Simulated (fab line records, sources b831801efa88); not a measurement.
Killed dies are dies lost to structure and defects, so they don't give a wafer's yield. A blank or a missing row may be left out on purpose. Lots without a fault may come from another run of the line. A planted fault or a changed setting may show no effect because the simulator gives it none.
Chamber matching | flow gf180mcu | GF_V1_CMP_26 on cmp-02: 4 sister chambers
The step polishes, stops on SiO2, t overpolish 15 s, target thk 0 nm. 8 wafers are shown with their chamber, then 7 later ones without.

WAFERS WITH THEIR CHAMBER
wafer  | chamber | motor_current_A (A) | time_to_endpoint_s (s)
L466.2 | 0       | 11.8                | 81
L478.4 | 3       | 11.1                | 86
L478.5 | 0       | 11.9                | 88
L479.1 | 1       | 11.2                | 84
L479.2 | 2       | 10.7                | 80
L479.5 | 3       | 11.6                | 88
L481.1 | 1       | 10.9                | 79
L481.2 | 2       | 11.0                | 79

WAFERS WITHOUT THEIR CHAMBER
wafer  | motor_current_A (A) | time_to_endpoint_s (s)
L481.3 | 11.7                | 84
L482.1 | 11.1                | 86
L482.3 | 11.6                | 82
L482.5 | 11.8                | 86
L485.2 | 11.8                | 86
L485.3 | 11.5                | 91
L485.5 | 11.0                | 83

WHICH CHAMBER EACH WENT THROUGH
wafer  | from the rows above               | in truth
L481.3 | can't be placed: 0 or 3           | 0
L482.1 | can't be placed: 3 or 1 or 2      | 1
L482.3 | can't be placed: 0 or 3 or 1 or 2 | 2
L482.5 | can't be placed: 0 or 3           | 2
L485.2 | can't be placed: 0 or 3           | 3
L485.3 | can't be placed: 3 or 0           | 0
L485.5 | can't be placed: 1 or 2 or 3      | 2
Placed correctly: 0 of 7. Can't be placed from these rows: 7 (the true chamber is among the candidates in 6). Placed wrongly: 0.
How it was worked out, from the rows above alone: a wafer's distance from a chamber is the root of the sum, over the readings, of the square of ((its reading less the chamber's mean) divided by the reading's scatter). The wafer belongs to the nearest chamber; if the next one is less than 2 further off, it can't be placed. A chamber's mean is the mean of its shown wafers. The scatter: the root of (the sum of the squares of (reading less its chamber's mean) over the shown wafers, divided by (wafers less chambers)).
